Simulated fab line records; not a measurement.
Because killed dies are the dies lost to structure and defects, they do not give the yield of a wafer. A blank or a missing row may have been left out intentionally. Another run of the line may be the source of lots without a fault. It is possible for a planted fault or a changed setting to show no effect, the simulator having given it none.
fab line records	flow sky130
record: lots: 5	wafers: 14	last_day: 49
route steps=708 shown LDD_HVP@286 LDD_LDN@289 SPACER@304 POLY_CUT@307 SD_P@320 SD_N@349 PAD_OPEN@708
lots that met no fault: taken from a fault-free run of the same line
start_h: the number of hours between the record's first day and the start of the first shown wafer of the lot	wait_h: time in hours since the lot's previous step	" same as the row above	L1.1+2: a single row standing in for several wafers	- no value, or no start given	* or withheld: withheld	< > ~ a bound
route shown NAME@n: a module of which the file shows steps, and the number in the route of the first	usual: mean/standard deviation taken from wafers without a fault	same: alike in all rows	chamber/n: place in a boat	sites: each site's reading	_std_site: the standard deviation of these	_edge_site: mean of outer sites minus mean of inner sites	radius_mm: how far each site lies from the wafer's centre	mask NAME#n: copy n	behind: the most recent tool/chamber to have shaped the wafer	hold: the reason the lot was held/the length of the hold in hours/how it ended	device: the n, p or np transistor that did not switch	end of line: the same wafers' tests at the end of the route	step lacking rows: just its recipe	killed: dies that structure and defects cost at the first sort, which is not the same as the wafer's yield	map: the dies of a wafer, with x for killed, . for not killed, _ for no die there
set.NAME: the setting as run; set.NAME@STEP: as run at that earlier step	model.NAME: the simulator's own value behind a step, which no gauge read
a table for each step, a row for each wafer; lots at some steps of the route
services: when a tool's chamber went out of use (start_h, in hours from the record's first day, below 0 if earlier), for how many hours, and the reason
== steps ==
step: SKY_LDD_HVP_IMPLANT_08
recipe: species: B	energy_kev: 20	dose_cm2: 1.7e+13	tilt_deg: 17.9
step: SKY_LDD_HVP_STRIP_09
recipe: chemistry: O2/N2	power_w: 1400	pressure_mtorr: 1500	platen_temp_c: withheld	o2_flow_sccm: 3000	n2_flow_sccm: 300	overash_fraction: 0.5
usual: drypump_motor_current_A: 6.10/0.27	oes_product_au: 0.408/0.005	strip_time_to_endpoint_s: 4.134/0.015
lot.wafer	tool	chamber	start_h	wait_h	drypump_motor_current_A	oes_product_au	rf_hours_counter_h	strip_time_to_endpoint_s
L149.1	plasma_asher-02	0	500.39	0.1	5.78	0.403	80	4.109
L149.2	"	1	"	"	6.52	0.406	80	4.106
L149.3	"	1	"	"	6.51	0.406	-	4.128
L153.1	plasma_asher-02	0	541.38	0.1	5.75	0.394	83	4.142
L153.4	"	1	"	"	6.56	0.395	-	4.138
L153.5	"	1	"	"	6.53	0.410	-	4.141
L156.2	plasma_asher-02	1	564.28	0.1	6.50	0.410	85	4.149
L156.5	"	0	"	"	5.77	0.406	-	4.159
L156.6	"	1	"	"	6.49	0.404	-	4.141
L157.1	plasma_asher-02	1	577.49	0.1	6.54	0.410	86	4.124
L157.3	"	0	"	"	5.77	0.410	-	4.127
L157.5	"	0	"	"	5.76	0.401	-	4.137
L169.5	plasma_asher-03	1	665.31	0.1	6.14	0.405	-	4.128
L169.6	"	0	"	"	5.97	0.408	-	4.127
step: SKY_LDD_HVP_TW_MEAS_10
usual: LDD_HVP_TW: 458/3.5
lot.wafer	tool	chamber	start_h	wait_h	LDD_HVP_TW
L149.1	film_metro-01	-	500.49	0.1	460
L149.2	"	-	"	"	457
L149.3	"	-	"	"	460
L153.1	film_metro-02	-	541.48	0.1	456
L153.4	"	-	"	"	456
L153.5	"	-	"	"	457
L156.2	film_metro-01	-	564.39	0.1	460
L156.5	"	-	"	"	460
L156.6	"	-	"	"	460
L157.1	film_metro-01	-	577.59	0.1	460
L157.3	"	-	"	"	460
L157.5	"	-	"	"	463
L169.5	film_metro-01	-	665.38	0.0	462
L169.6	"	-	"	"	462
step: SKY_LDD_LDN_DEHYDRATE_00
recipe: temp_c: 200	time_s: 60
step: SKY_LDD_LDN_HMDS_01
recipe: prime_time_s: 60	prime_temp_c: 120
step: SKY_LDD_LDN_COAT_02
recipe: resist: NOVOLAK	spin_rpm: 3000	resist_thk_nm: 1140
step: SKY_LDD_LDN_SOFTBAKE_03
recipe: temp_c: 90	time_s: 60	resist: NOVOLAK
step: SKY_LDD_LDN_EXPOSE_04
recipe: mask_id: LDNTM	na: 0.6	source_shape: conventional	sigma_outer: 0.6	polarization: unpolarized	target_cd_nm: 700	dose_mj: 140
step: SKY_LDD_LDN_PEB_05
recipe: temp_c: withheld	time_s: *	resist: NOVOLAK
step: SKY_LDD_LDN_DEVELOP_06
recipe: resist: NOVOLAK	developer: TMAH	develop_time_s: 60	dev_temp_c: 23
step: SKY_LDD_LDN_OVL_MEAS_07
usual: LDD_LDN_OVL: -0.1/1.5
lot.wafer	tool	chamber	start_h	wait_h	LDD_LDN_OVL[nm]
L149.1	overlay-01	-	530.64	0.1	0.5
L149.2	"	-	"	"	0.3
L149.3	"	-	"	"	1.2
L153.1	overlay-02	-	570.61	0.1	-2.7
L153.4	"	-	"	"	-0.6
L153.5	"	-	"	"	-1.9
L156.2	overlay-02	-	593.40	0.1	-0.6
L156.5	"	-	"	"	-0.8
L156.6	"	-	"	"	-0.4
L157.1	overlay-01	-	607.01	0.1	0.2
L157.3	"	-	"	"	1.3
L157.5	"	-	"	"	-0.3
L169.5	overlay-01	-	692.98	0.0	2.7
L169.6	"	-	"	"	-0.6
step: SKY_LDD_LDN_IMPLANT_08
recipe: species: As	energy_kev: 15	dose_cm2: 1.25e+13	tilt_deg: withheld	rotation_deg: 23
step: SKY_LDD_LDN_IMPLANT_09
recipe: species: As	energy_kev: 15	dose_cm2: 1.25e+13	tilt_deg: withheld	rotation_deg: 113
lot.wafer	tool	chamber	start_h	wait_h
L149.1+2+3	implanter-02	0	530.83	0.1
L153.1+4+5	implanter-02	0	570.79	0.1
L156.2+5+6	implanter-04	0	593.60	0.1
L157.1+3+5	implanter-01	0	607.19	0.1
L169.5+6	implanter-02	0	693.24	0.1
step: SKY_LDD_LDN_IMPLANT_10
recipe: species: As	energy_kev: 15	dose_cm2: 1.25e+13	tilt_deg: withheld	rotation_deg: 203
step: SKY_LDD_LDN_IMPLANT_11
recipe: species: As	energy_kev: 15	dose_cm2: 1.25e+13	tilt_deg: withheld	rotation_deg: 293
step: SKY_LDD_LDN_STRIP_12
recipe: chemistry: O2/N2	power_w: 1400	pressure_mtorr: 1500	platen_temp_c: withheld	o2_flow_sccm: 3000	n2_flow_sccm: 300	overash_fraction: 0.5
step: SKY_LDD_LDN_TW_MEAS_13
usual: LDD_LDN_TW: 1490/11
lot.wafer	tool	chamber	start_h	wait_h	LDD_LDN_TW
L149.1	film_metro-04	-	531.38	0.1	1498
L149.2	"	-	"	"	1493
L149.3	"	-	"	"	1491
L153.1	film_metro-04	-	571.34	0.1	1496
L153.4	"	-	"	"	1485
L153.5	"	-	"	"	1488
L156.2	film_metro-01	-	594.14	0.1	1502
L156.5	"	-	"	"	1487
L156.6	"	-	"	"	1496
L157.1	film_metro-01	-	607.74	0.1	1499
L157.3	"	-	"	"	1510
L157.5	"	-	"	"	1500
L169.5	film_metro-01	-	693.73	0.0	1488
L169.6	"	-	"	"	1486
step: SKY_LDD_LDN_CLEAN_14
recipe: chemistry: SC1/SC2	mix: 1:4:20	temp_c: 70	time_s: 150	dry: n2_spin
step: SKY_SPACER_CVD_00
recipe: material: Si3N4	precursor: DCS/NH3	target_thk_nm: 43.1	temp_c: 770	time_s: 740	pressure_mtorr: 250
step: SKY_SPACER_THK_MEAS_01
recipe: reads: Si3N4_of_SPACER_CVD_00
usual: SPACER_CVD_00_THK: 43.2/0.53
lot.wafer	tool	chamber	start_h	wait_h	SPACER_CVD_00_THK[nm]
L149.1	film_metro-02	-	532.69	0.0	42.9
L149.2	"	-	"	"	43.2
L149.3	"	-	"	"	42.7
L153.1	film_metro-02	-	572.66	0.0	43.2
L153.4	"	-	"	"	43.4
L153.5	"	-	"	"	43.2
L156.2	film_metro-01	-	595.48	0.0	43.0
L156.5	"	-	"	"	43.0
L156.6	"	-	"	"	43.1
L157.1	film_metro-01	-	609.07	0.0	42.6
L157.3	"	-	"	"	42.8
L157.5	"	-	"	"	42.9
L169.5	film_metro-04	-	695.69	0.0	44.1
L169.6	"	-	"	"	43.8
step: SKY_SPACER_ETCHBACK_02
recipe: chemistry: CH3F/O2	target: Si3N4	stop_on: SiO2	source_w: 400	bias_w: 80	pressure_mtorr: 25	ch3f_flow_sccm: 40	O2_flow_sccm: 30	time_s: 46.7	target_depth_a: 450
usual: bias_w: 80.02/0.24	drypump_motor_current_A: 5.6/0.46	oes_product_au: 0.857/0.0077	throttle_valve_pct: 10.563/0.0093
same: time_s: 46.7
lot.wafer	tool	chamber	start_h	wait_h	bias_w	drypump_motor_current_A	oes_product_au	rf_hours_counter_h	throttle_valve_pct
L149.1	rie_diel-02	0	532.75	0.1	79.84	5.8	0.850	81	10.565
L149.2	"	1	"	"	79.85	4.7	0.861	2	10.569
L149.3	"	2	"	"	80.23	5.6	0.846	0	10.563
L153.1	rie_diel-04	3	572.72	0.1	80.01	5.8	0.866	42	10.557
L153.4	"	1	"	"	80.07	5.9	0.855	-	10.562
L153.5	"	3	"	"	79.85	5.8	0.853	-	10.562
L156.2	rie_diel-02	3	595.53	0.0	80.37	5.2	0.846	1	10.574
L156.5	"	2	"	"	79.94	5.7	0.854	-	10.567
L156.6	"	1	"	"	80.08	4.7	0.859	-	10.551
L157.1	rie_diel-04	3	609.13	0.1	79.55	5.8	0.845	42	10.566
L157.3	"	1	"	"	80.00	5.9	0.854	11	10.584
L157.5	"	1	"	"	79.86	5.9	0.856	-	10.568
L169.5	rie_diel-02	0	695.73	0.0	80.18	5.8	0.867	-	10.574
L169.6	"	3	"	"	79.72	5.2	0.850	-	10.576
step: SKY_POLY_CUT_DEHYDRATE_00
recipe: temp_c: 200	time_s: 60
step: SKY_POLY_CUT_HMDS_01
recipe: prime_time_s: 60	prime_temp_c: 120
step: SKY_POLY_CUT_COAT_02
recipe: resist: BARC	temp_c: withheld	time_s: withheld	spin_rpm: 3000	resist_thk_nm: 60
step: SKY_POLY_CUT_COAT_03
recipe: resist: KrF-thick	spin_rpm: 3000	resist_thk_nm: 450
step: SKY_POLY_CUT_SOFTBAKE_04
recipe: temp_c: 100	time_s: 90	resist: KrF-thick
step: SKY_POLY_CUT_EXPOSE_05
recipe: mask_id: NPCM	na: 0.8	source_shape: annular	sigma_inner: 0.55	sigma_outer: 0.85	target_cd_nm: 270	dose_mj: 32
step: SKY_POLY_CUT_PEB_06
recipe: peb_temp_c: withheld	peb_time_s: withheld	resist: KrF-thick
step: SKY_POLY_CUT_DEVELOP_07
recipe: develop_time_s: 60	resist: KrF-thick	dev_temp_c: 21
step: SKY_POLY_CUT_CD_MEAS_08
recipe: target_cd_nm: 270
usual: cd_nm: 270.1/1.4
lot.wafer	tool	chamber	start_h	wait_h	cd_nm
L149.1	cd_sem-02	-	561.81	-	272.2
L149.2	"	-	"	"	271.5
L149.3	"	-	"	"	270.4
L153.1	cd_sem-01	-	602.31	-	270.1
L153.4	"	-	"	"	269.7
L153.5	"	-	"	"	269.8
L156.2	cd_sem-01	-	624.78	-	269.0
L156.5	"	-	"	"	267.5
L156.6	"	-	"	"	267.9
L157.1	cd_sem-01	-	638.34	-	270.4
L157.3	"	-	"	"	270.4
L157.5	"	-	"	"	271.0
L169.5	cd_sem-01	-	723.74	-	272.1
L169.6	"	-	"	"	272.2
step: SKY_POLY_CUT_OVL_MEAS_09
usual: POLY_CUT_OVL: 0/5.8
lot.wafer	tool	chamber	start_h	wait_h	POLY_CUT_OVL[nm]
L149.1	overlay-01	-	561.93	0.1	9
L149.2	"	-	"	"	0
L149.3	"	-	"	"	-2
L153.1	overlay-02	-	602.43	0.1	4
L153.4	"	-	"	"	-2
L153.5	"	-	"	"	-2
L156.2	overlay-01	-	624.88	0.1	5
L156.5	"	-	"	"	2
L156.6	"	-	"	"	4
L157.1	overlay-01	-	638.46	0.1	-1
L157.3	"	-	"	"	-6
L157.5	"	-	"	"	-3
L169.5	overlay-01	-	723.80	0.0	12
L169.6	"	-	"	"	17
step: SKY_POLY_CUT_ETCH_10
recipe: chemistry: N2/H2	target: BARC	ion_energy_ev: 200	source_w: 500	bias_w: 100	pressure_mtorr: 30	n2_flow_sccm: 100	h2_flow_sccm: 200	stop_on: SiO2	time_s: 45.9	target_depth_a: 600
usual: bias_w: 100.02/0.26	drypump_motor_current_A: 5.6/0.47	oes_product_au: 0.855/0.0044	throttle_valve_pct: 13.224/0.0084
same: time_s: 45.9
lot.wafer	tool	chamber	start_h	wait_h	bias_w	drypump_motor_current_A	oes_product_au	rf_hours_counter_h	throttle_valve_pct
L149.1	rie_diel-02	1	561.96	0.0	99.77	4.7	0.867	3	13.214
L149.2	"	2	"	"	100.11	5.6	0.851	1	13.219
L149.3	"	3	"	"	100.32	5.2	0.853	1	13.236
L153.1	rie_diel-04	0	602.46	0.0	99.94	5.0	0.857	5	13.222
L153.4	"	1	"	"	100.49	5.9	0.850	11	13.232
L153.5	"	0	"	"	99.94	5.0	0.858	-	13.227
L156.2	rie_diel-02	2	624.91	0.0	100.22	5.6	0.859	2	13.232
L156.5	"	2	"	"	100.13	5.7	0.858	-	13.211
L156.6	"	3	"	"	100.15	5.2	0.855	-	13.234
L157.1	rie_diel-02	0	638.50	0.0	100.05	5.8	0.857	2	13.235
L157.3	"	2	"	"	100.03	5.6	0.849	3	13.227
L157.5	"	2	"	"	99.95	5.6	0.855	-	13.222
L169.5	rie_diel-04	1	723.84	0.0	99.97	5.9	0.857	-	13.231
L169.6	"	0	"	"	100.37	4.9	0.858	-	13.210
step: SKY_POLY_CUT_ETCH_11
recipe: target: Si3N4	chemistry: CF4/CH2F2/Ar	stop_on: poly-Si	source_w: 600	bias_w: 150	pressure_mtorr: 40	cf4_flow_sccm: 40	ch2f2_flow_sccm: 20	Ar_flow_sccm: 150	time_s: 42.5	target_depth_a: 600
usual: bias_w: 150.0/0.45	drypump_motor_current_A: 5.6/0.46	oes_product_au: 0.826/0.0064	throttle_valve_pct: 14.995/0.0089
same: time_s: 42.5
lot.wafer	tool	chamber	start_h	wait_h	bias_w	drypump_motor_current_A	oes_product_au	rf_hours_counter_h	throttle_valve_pct
L149.1	rie_diel-02	1	562.01	0.0	150.5	4.7	0.816	3	14.991
L149.2	"	2	"	"	149.9	5.7	0.824	1	15.002
L149.3	"	3	"	"	149.6	5.2	0.827	1	14.982
L153.1	rie_diel-04	0	602.51	0.0	149.8	5.0	0.839	5	14.981
L153.4	"	1	"	"	150.6	5.9	0.835	11	14.985
L153.5	"	0	"	"	149.5	5.0	0.834	-	15.008
L156.2	rie_diel-02	2	624.96	0.0	150.5	5.6	0.831	2	14.993
L156.5	"	2	"	"	150.3	5.6	0.837	-	14.999
L156.6	"	3	"	"	150.3	5.2	0.836	-	14.988
L157.1	rie_diel-02	0	638.54	0.0	150.5	5.8	0.821	2	14.997
L157.3	"	2	"	"	149.8	5.6	0.816	3	14.984
L157.5	"	2	"	"	150.0	5.6	0.824	-	14.998
L169.5	rie_diel-04	1	723.88	0.0	149.9	5.9	0.828	-	15.008
L169.6	"	0	"	"	150.2	4.9	0.836	-	15.004
step: SKY_POLY_CUT_STRIP_12
recipe: chemistry: O2/N2	power_w: 1400	pressure_mtorr: 1500	platen_temp_c: withheld	o2_flow_sccm: 3000	n2_flow_sccm: 300	overash_fraction: 0.5
usual: drypump_motor_current_A: 6.19/0.28	oes_product_au: 0.452/0.0046	strip_time_to_endpoint_s: 5.354/0.015
lot.wafer	tool	chamber	start_h	wait_h	drypump_motor_current_A	oes_product_au	rf_hours_counter_h	strip_time_to_endpoint_s
L149.1	plasma_asher-02	0	562.05	0.0	5.79	0.446	85	5.367
L149.2	"	1	"	"	6.50	0.457	85	5.350
L149.3	"	1	"	"	6.48	0.454	-	5.351
L153.1	plasma_asher-01	1	602.55	0.0	6.37	0.443	80	5.333
L153.4	"	0	"	"	5.83	0.449	-	5.337
L153.5	"	1	"	"	6.37	0.455	-	5.341
L156.2	plasma_asher-02	1	625.00	0.0	6.55	0.462	91	5.337
L156.5	"	0	"	"	5.77	0.450	-	5.340
L156.6	"	1	"	"	6.48	0.468	-	5.339
L157.1	plasma_asher-01	0	638.58	0.0	5.88	0.455	84	5.350
L157.3	"	0	"	"	5.85	0.452	-	5.348
L157.5	"	0	"	"	5.87	0.447	-	5.340
L169.5	plasma_asher-02	0	723.96	0.1	5.77	0.448	-	5.364
L169.6	"	1	"	"	6.51	0.454	-	5.356
step: SKY_SD_P_DEHYDRATE_00
recipe: temp_c: 200	time_s: 60
step: SKY_SD_P_HMDS_01
recipe: prime_time_s: 60	prime_temp_c: 120
step: SKY_SD_P_COAT_02
recipe: resist: NOVOLAK	spin_rpm: 3000	resist_thk_nm: 1140
step: SKY_SD_P_SOFTBAKE_03
recipe: temp_c: 90	time_s: 60	resist: NOVOLAK
step: SKY_SD_P_EXPOSE_04
recipe: mask_id: PSDM	na: 0.6	source_shape: conventional	sigma_outer: 0.6	polarization: unpolarized	target_cd_nm: 380	dose_mj: 138
step: SKY_SD_P_PEB_05
recipe: temp_c: withheld	time_s: *	resist: NOVOLAK
step: SKY_SD_P_DEVELOP_06
recipe: resist: NOVOLAK	developer: TMAH	develop_time_s: 60	dev_temp_c: 23
step: SKY_SD_P_CD_MEAS_07
recipe: target_cd_nm: 380
usual: cd_nm: 380.1/2.5
lot.wafer	tool	chamber	start_h	wait_h	cd_nm
L149.1	cd_sem-02	-	591.21	0.1	381.7
L149.2	"	-	"	"	382.5
L149.3	"	-	"	"	380.4
L153.1	cd_sem-02	-	631.35	0.1	381.1
L153.4	"	-	"	"	379.9
L153.5	"	-	"	"	381.5
L156.2	cd_sem-01	-	653.08	0.1	377.6
L156.5	"	-	"	"	380.5
L156.6	"	-	"	"	379.1
L157.1	cd_sem-01	-	667.11	0.1	384.0
L157.3	"	-	"	"	383.7
L157.5	"	-	"	"	382.4
L169.5	cd_sem-02	-	751.07	0.1	381.7
L169.6	"	-	"	"	382.7
step: SKY_SD_N_CD_MEAS_07
recipe: target_cd_nm: 380
usual: cd_nm: 379.8/2.4
lot.wafer	tool	chamber	start_h	wait_h	hold	cd_nm
L149.1	cd_sem-02	-	649.66	0.1	-	374.8
L149.2	"	-	"	"	-	375.0
L149.3	"	-	"	"	-	377.4
L153.1	cd_sem-01	-	687.40	0.1	-	376.3
L153.4	"	-	"	"	-	375.8
L153.5	"	-	"	"	-	378.8
L156.2	cd_sem-01	-	709.56	0.1	-	377.0
L156.5	"	-	"	"	-	378.5
L156.6	"	-	"	"	-	377.7
L157.1	cd_sem-02	-	722.45	0.1	-	381.2
L157.3	"	-	"	"	-	380.3
L157.5	"	-	"	"	-	379.8
L169.5	cd_sem-02	-	804.98	0.1	await_dispo/0.2h/release	380.4
L169.6	"	-	"	"	await_dispo/0.2h/release	376.9
L169.5	cd_sem-02	-	805.26	0.3	-	380.3
L169.6	"	-	"	"	-	377.2
step: SKY_SD_N_OVL_MEAS_08
usual: SD_N_OVL: 0.0/1.4
lot.wafer	tool	chamber	start_h	wait_h	hold	SD_N_OVL[nm]
L149.1	overlay-02	-	649.78	0.1	-	-2.3
L149.2	"	-	"	"	-	-2.4
L149.3	"	-	"	"	-	-2.7
L153.1	overlay-02	-	687.52	0.1	-	0.0
L153.4	"	-	"	"	-	-1.1
L153.5	"	-	"	"	-	-2.1
L156.2	overlay-01	-	709.67	0.1	-	1.1
L156.5	"	-	"	"	-	0.4
L156.6	"	-	"	"	-	-0.8
L157.1	overlay-02	-	722.57	0.1	-	1.6
L157.3	"	-	"	"	-	1.5
L157.5	"	-	"	"	-	1.3
L169.5	overlay-01	-	807.68	2.4	await_dispo/2.4h/release	-0.7
L169.6	"	-	"	"	await_dispo/2.4h/release	-0.2
step: SKY_PAD_OPEN_PROBE_99
usual: killed_at_M0_to_M3: 44/6.8	killed_at_M4_up: 3.2/1.7	killed_at_contacts: 24/4.9	killed_at_front_end: 14/4.1	killed_at_other: 0.2/0.51	killed_dies: 85/8.7	killed_on_rim: 16/4	killed_open: 46/6.8	killed_short: 39/6.1
same: gross_dies: 492	killed_at_back_side: 0
lot.wafer	tool	chamber	start_h	wait_h	hold	killed_at_M0_to_M3	killed_at_M4_up	killed_at_contacts	killed_at_front_end	killed_at_other	killed_dies	killed_on_rim	killed_open	killed_short
L149.1	prober-01	-	1076.27	0.1	-	46	1	30	15	0	92	18	47	45
L149.2	prober-01	-	1076.32	0.1	-	41	4	19	9	0	73	11	40	33
L149.3	prober-01	-	1076.37	0.2	-	42	4	22	11	0	79	17	44	35
L153.1	prober-01	-	1104.49	0.1	-	60	3	35	3	0	101	20	43	58
L153.4	prober-01	-	1104.64	0.2	-	49	4	18	17	0	88	12	46	42
L153.5	prober-01	-	1104.69	0.2	-	38	5	34	14	0	91	19	57	34
L156.2	prober-02	-	1129.98	0.1	-	36	3	28	12	0	79	17	48	31
L156.5	prober-02	-	1130.13	0.2	-	46	2	26	13	0	87	10	47	40
L156.6	prober-02	-	1130.18	0.2	-	51	6	29	25	1	112	25	62	50
L157.1	prober-01	-	1131.54	0.1	-	35	3	15	17	0	70	13	38	32
L157.3	prober-01	-	1131.64	0.2	-	41	3	29	11	0	84	24	47	37
L157.5	prober-01	-	1131.74	0.2	-	37	3	26	16	0	82	19	44	38
L169.5	prober-01	-	1185.56	0.2	await_dispo/2.3h/release	49	1	28	11	0	89	18	48	41
L169.6	prober-01	-	1185.61	0.2	await_dispo/2.3h/release	50	4	25	11	1	91	19	48	43
killed by level:class
L149.1 CONTACT:geometric_particle:open=14 CONTACT:geometric_particle:short=8 VIA2:geometric_particle:open=7 METAL1:geometric_particle:short=6 VIA1:geometric_particle:open=6 VIA3:geometric_particle:open=6 METAL2:geometric_particle:short=5 FIELD_ISO:geometric_particle:short=4
L149.2 VIA1:geometric_particle:open=10 CONTACT:geometric_particle:open=8 CONTACT:geometric_particle:short=7 METAL2:geometric_particle:short=6 FIELD_ISO:geometric_particle:open=5 VIA2:geometric_particle:open=5 METAL1:geometric_particle:short=4 VIA1:geometric_particle:short=4
L149.3 VIA1:geometric_particle:open=13 CONTACT:geometric_particle:open=8 LI_CONTACT:geometric_particle:open=6 METAL1:geometric_particle:short=6 CONTACT:geometric_particle:short=5 VIA2:geometric_particle:open=5 METAL2:geometric_particle:short=4 VIA3:geometric_particle:open=4
L153.1 METAL2:geometric_particle:short=14 VIA1:geometric_particle:open=10 CONTACT:geometric_particle:short=9 LOCAL_INTERCONNECT:geometric_particle:short=8 VIA3:geometric_particle:open=8 CONTACT:geometric_particle:open=7 METAL1:geometric_particle:short=7 LI_CONTACT:geometric_particle:open=6
L153.4 VIA1:geometric_particle:open=12 VIA2:geometric_particle:open=8 FIELD_ISO:geometric_particle:open=6 CONTACT:geometric_particle:short=6 METAL2:geometric_particle:short=6 METAL3:geometric_particle:short=6 CONTACT:geometric_particle:open=5 POLY_GATE:geometric_particle:short=4
L153.5 CONTACT:geometric_particle:open=15 LI_CONTACT:geometric_particle:open=11 METAL1:geometric_particle:short=7 VIA1:geometric_particle:open=7 POLY_GATE:geometric_particle:open=5 VIA1:geometric_particle:short=5 VIA2:geometric_particle:open=5 FIELD_ISO:geometric_particle:open=3
L156.2 VIA2:geometric_particle:open=10 CONTACT:geometric_particle:short=8 LI_CONTACT:geometric_particle:open=7 CONTACT:geometric_particle:open=7 VIA3:geometric_particle:open=6 VIA1:geometric_particle:open=6 FIELD_ISO:geometric_particle:open=5 VIA1:geometric_particle:short=5
L156.5 VIA1:geometric_particle:open=12 CONTACT:geometric_particle:open=10 LOCAL_INTERCONNECT:geometric_particle:short=8 METAL1:geometric_particle:short=7 FIELD_ISO:geometric_particle:short=6 FIELD_ISO:geometric_particle:open=6 VIA2:geometric_particle:open=6 VIA1:geometric_particle:short=5
L156.6 VIA2:geometric_particle:open=13 CONTACT:geometric_particle:open=11 VIA1:geometric_particle:open=11 LI_CONTACT:geometric_particle:open=10 FIELD_ISO:geometric_particle:short=9 METAL2:geometric_particle:short=6 FIELD_ISO:geometric_particle:open=5 POLY_GATE:geometric_particle:open=4
L157.1 VIA1:geometric_particle:open=11 FIELD_ISO:geometric_particle:open=7 CONTACT:geometric_particle:open=6 FIELD_ISO:geometric_particle:short=5 VIA1:geometric_particle:short=5 VIA2:geometric_particle:short=4 LI_CONTACT:geometric_particle:open=4 CONTACT:geometric_particle:short=3
L157.3 CONTACT:geometric_particle:open=12 VIA3:geometric_particle:open=9 VIA2:geometric_particle:open=8 LI_CONTACT:geometric_particle:open=7 CONTACT:geometric_particle:short=7 FIELD_ISO:geometric_particle:open=5 FIELD_ISO:geometric_particle:short=4 METAL1:geometric_particle:short=4
L157.5 VIA1:geometric_particle:open=10 CONTACT:geometric_particle:open=9 VIA3:geometric_particle:open=9 FIELD_ISO:geometric_particle:short=6 LOCAL_INTERCONNECT:geometric_particle:short=5 CONTACT:geometric_particle:short=4 METAL2:geometric_particle:short=4 POLY_GATE:geometric_particle:short=3
L169.5 CONTACT:geometric_particle:open=15 VIA1:geometric_particle:open=10 METAL1:geometric_particle:short=8 LI_CONTACT:geometric_particle:open=5 VIA2:geometric_particle:open=5 VIA1:geometric_particle:short=5 VIA3:geometric_particle:short=5 VIA3:geometric_particle:open=5
L169.6 VIA1:geometric_particle:open=11 CONTACT:geometric_particle:open=10 METAL1:geometric_particle:short=8 LI_CONTACT:geometric_particle:open=7 VIA3:geometric_particle:open=7 VIA2:geometric_particle:open=5 POLY_GATE:geometric_particle:open=4 VIA3:geometric_particle:short=4
map L169.6 (x killed, . not)
__________xxx......._________
________.xx..........x_______
______x.....xx....x....._____
_____...x..x....x.x......____
____.....x...x.x...x....xx___
___..x......x..xx....x.....__
__..............x....x......_
_xx.........x........x.......
_x............x....x....x....
_x...........xx.xx.....x..x..
_.......x.x..................
_.....x.x....x...x...x....x.x
_...x.x......x.x......x...x..
_.....xx...x..x........x.x..x
_....x..x.....x.x..x.x..x...x
__...............x.....xx..._
___.x.xx....x..............__
____..x..........x.x..x..x___
_____.........x...x..x...____
______..x.......x..x...._____
________........x....._______
__________.........._________
map L153.1 (x killed, . not)
__________..xxx..x.._________
________.............x_______
______..........x.xx...._____
_____..........x....xxx.x____
____...............x.xx...___
___.......x...x..x..x...x..__
__x.......xx.....x.....x...._
_..........x...............x.
_x.xx.x.......x..xx.....x.x.x
_..x.x.x..x.....x..........x.
_x.....xx.x.xx..........xx...
_..x...xx........x...........
_...xx....x..........x...xx.x
_...x.......x................
_..xx.x.........xx.x.x.....x.
__x..x.........x.xx..x...x.._
___..x......x.....x.x......__
____..xxx......x.x.......x___
_____x.x...x......x......____
______.x.....x.........._____
________.x...x...x...._______
__________......x..x_________
== services ==
tool	chamber	start_h	hours	kind
implanter-01	-	488.37	3.3	repair
rie_diel-02	2	500.09	-	clean
rie_diel-02	2	500.09	17.0	scheduled_down
rie_diel-02	2	500.09	17.0	vent_cycle
plasma_asher-03	-	507.16	1.3	repair
plasma_asher-01	-	511.22	2.0	repair
rie_diel-02	3	525.51	-	clean
rie_diel-02	3	525.51	12.6	scheduled_down
rie_diel-02	3	525.51	12.6	vent_cycle
plasma_asher-02	-	530.22	2.8	pm
plasma_asher-02	-	535.48	1.8	repair
rie_diel-02	-	541.56	2.8	pm
rie_diel-02	0	557.58	-	clean
implanter-02	-	559.18	7.7	pm
implanter-02	-	566.80	3.6	repair
rie_diel-02	0	639.28	4.5	repair
implanter-01	-	641.94	2.8	repair
implanter-04	-	647.16	12.9	repair
rie_diel-04	2	650.75	1.4	repair
plasma_asher-02	-	655.04	9.5	repair
implanter-02	-	687.41	3.1	pm
implanter-04	-	694.67	2.3	repair
implanter-01	-	698.21	2.4	repair
implanter-01	-	719.94	0.9	repair
== key ==
first_sign: step: SKY_PAD_OPEN_PROBE_99	reading: hold	direction: added
effect none on later readings
met_at SKY_LDD_LDN_IMPLANT_09
struck_wafers L169.6
tester_left_out L169
onset_between 570.79 693.24
fault: kind: process_parameter_drift	tool: implanter-02	chamber: -	onset_h: 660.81	steps: SKY_LDD_LDN_IMPLANT_09	channel: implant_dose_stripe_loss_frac	offset: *	shape: step	end_h: 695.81	scope: struck_wafers_only
tester_left_out: of these lots the tester's yield and bins aren't shown, on N5 and GAA mostly nor the transistor test; their killed dies are dies lost to structure and defects alone, not to doping, threshold or leakage, so they don't give the yield
